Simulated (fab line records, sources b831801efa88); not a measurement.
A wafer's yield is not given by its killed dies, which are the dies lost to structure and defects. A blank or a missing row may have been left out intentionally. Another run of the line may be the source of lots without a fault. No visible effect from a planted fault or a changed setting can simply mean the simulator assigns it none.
Matching of chambers + flow gf180mcu + GF_POLY_GATE_ETCH_13 on rie si-02: 4 sister chambers
The step etches poly-Si in HBr/Cl2, stops on SiO2, target depth 198.5 nm, time 69.6 s. 16 wafers are shown with their chamber, then 8 later ones without.

== EACH WAFER AND ITS CHAMBER ==
| wafer  | chamber | drypump motor current A (A) | throttle valve pct (%) | oes product au (a.u.) |
|--------|---------|-----------------------------|------------------------|-----------------------|
| L807.3 | 2       | 5.5                         | 33.684                 | 0.991                 |
| L807.5 | 3       | 5.8                         | 33.695                 | 1.007                 |
| L807.6 | 0       | 6.6                         | 33.680                 | 0.998                 |
| L810.1 | 3       | 5.8                         | 33.689                 | 0.994                 |
| L810.4 | 1       | 5.9                         | 33.685                 | 0.996                 |
| L810.6 | 2       | 5.4                         | 33.691                 | 0.998                 |
| L812.1 | 3       | 5.8                         | 33.675                 | 0.979                 |
| L812.5 | 3       | 5.7                         | 33.681                 | 1.000                 |
| L812.6 | 2       | 5.5                         | 33.690                 | 0.982                 |
| L813.2 | 2       | 5.4                         | 33.699                 | 0.992                 |
| L813.5 | 0       | 6.5                         | 33.684                 | 0.996                 |
| L813.6 | 1       | 5.9                         | 33.674                 | 0.993                 |
| L814.1 | 1       | 5.9                         | 33.672                 | 0.991                 |
| L814.3 | 3       | 5.8                         | 33.677                 | 0.992                 |
| L814.6 | 3       | 5.8                         | 33.684                 | 0.978                 |
| L819.4 | 0       | 6.6                         | 33.683                 | 0.990                 |

SIGNATURES, as means of the wafers listed above
| reading                 | chamber 0 | chamber 1 | chamber 2 | chamber 3 | scatter within a chamber |
|-------------------------|-----------|-----------|-----------|-----------|--------------------------|
| drypump motor current A | 6.567     | 5.900     | 5.450     | 5.783     | 0.0456                   |
| throttle valve pct      | 33.68233  | 33.67700  | 33.69100  | 33.68350  | 0.00648                  |
| oes product au          | 0.99467   | 0.99333   | 0.99075   | 0.99167   | 0.00834                  |
Rule: distance of a wafer from a chamber = root of the sum over the readings of ((wafer's reading minus chamber's mean) / reading's scatter) squared. The wafer belongs to the nearest chamber; if the next one is less than 2 further off, it can't be placed. How the scatter is found: for the shown wafers, subtract from each reading the mean of its chamber, square and add these, divide the total by (wafers less chambers), then take the root.

== WAFERS WITHOUT THEIR CHAMBER ==
| wafer  | drypump motor current A (A) | throttle valve pct (%) | oes product au (a.u.) |
|--------|-----------------------------|------------------------|-----------------------|
| L819.5 | 5.8                         | 33.667                 | 0.985                 |
| L819.6 | 6.6                         | 33.695                 | 0.994                 |
| L828.1 | 5.5                         | 33.683                 | 0.992                 |
| L828.5 | 6.6                         | 33.671                 | 0.998                 |
| L828.6 | 5.9                         | 33.692                 | 0.994                 |
| L830.2 | 5.8                         | 33.684                 | 0.999                 |
| L830.5 | 5.8                         | 33.682                 | 1.001                 |
| L830.6 | 5.9                         | 33.676                 | 1.005                 |

== EACH ONE'S CHAMBER ==
| wafer  | from the rows above     | in truth |
|--------|-------------------------|----------|
| L819.5 | can't be placed: 3 or 1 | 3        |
| L819.6 | 0                       | 0        |
| L828.1 | 2                       | 2        |
| L828.5 | 0                       | 0        |
| L828.6 | can't be placed: 1 or 3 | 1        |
| L830.2 | can't be placed: 3 or 1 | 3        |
| L830.5 | can't be placed: 3 or 1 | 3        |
| L830.6 | can't be placed: 1 or 3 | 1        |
3 of 8 placed correctly. Can't be placed from these rows: 5 (the true chamber is among the candidates in 5). Placed wrongly: 0.
